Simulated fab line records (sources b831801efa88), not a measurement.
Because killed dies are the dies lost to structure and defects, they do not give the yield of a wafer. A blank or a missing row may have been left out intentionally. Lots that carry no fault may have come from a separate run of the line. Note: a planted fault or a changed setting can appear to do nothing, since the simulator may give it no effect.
Matching of chambers :: flow sky130 :: SKY_VIA4_CMP_02 on cmp-02 has 4 sister chambers
The step polishes SiO2. 4 wafers are shown with their chamber, then 12 later ones without.

WAFERS, EACH WITH ITS CHAMBER
wafer: L091.1
chamber: 0
motor_current_A (A): 11.4

wafer: L092.1
chamber: 2
motor_current_A (A): 13.1

wafer: L092.2
chamber: 3
motor_current_A (A): 12.7

wafer: L092.6
chamber: 1
motor_current_A (A): 11.9

WAFERS WITHOUT THEIR CHAMBER
wafer: L093.2
motor_current_A (A): 13.7

wafer: L093.5
motor_current_A (A): 12.5

wafer: L093.6
motor_current_A (A): 13.1

wafer: L094.1
motor_current_A (A): 12.3

wafer: L094.2
motor_current_A (A): 12.8

wafer: L094.4
motor_current_A (A): 13.6

wafer: L095.3
motor_current_A (A): 12.6

wafer: L095.5
motor_current_A (A): 12.5

wafer: L095.6
motor_current_A (A): 13.6

wafer: L096.3
motor_current_A (A): 13.4

wafer: L096.4
motor_current_A (A): 12.1

wafer: L096.5
motor_current_A (A): 11.7

THE CHAMBER EACH PASSED THROUGH
wafer: L093.2
from the rows above: can't be placed: 2 or 3
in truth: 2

wafer: L093.5
from the rows above: can't be placed: 3 or 1 or 2
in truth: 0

wafer: L093.6
from the rows above: can't be placed: 2 or 3
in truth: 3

wafer: L094.1
from the rows above: can't be placed: 3 or 1 or 2 or 0
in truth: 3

wafer: L094.2
from the rows above: can't be placed: 3 or 2
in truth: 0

wafer: L094.4
from the rows above: can't be placed: 2 or 3
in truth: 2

wafer: L095.3
from the rows above: can't be placed: 3 or 2 or 1
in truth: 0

wafer: L095.5
from the rows above: can't be placed: 3 or 1 or 2
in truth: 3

wafer: L095.6
from the rows above: can't be placed: 2 or 3
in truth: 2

wafer: L096.3
from the rows above: can't be placed: 2 or 3
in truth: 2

wafer: L096.4
from the rows above: can't be placed: 1 or 3 or 0
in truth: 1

wafer: L096.5
from the rows above: can't be placed: 1 or 0
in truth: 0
Correctly placed: 0 of 12. These rows do not allow placing 12 (true chamber among the candidates in 9). Number placed wrongly: 0.
How it was worked out, from the rows above alone: a wafer's distance from a chamber is the root of the sum, over the readings, of the square of ((its reading less the chamber's mean) divided by the reading's scatter). If the next closest chamber is less than 2 further off than the closest, the wafer can't be placed; otherwise it belongs to the closest. Each chamber's mean is taken over the wafers shown for it. The scatter (one wafer shown for each chamber): square how far every hidden wafer sits from the nearest shown wafer, average those squares and take the square root.
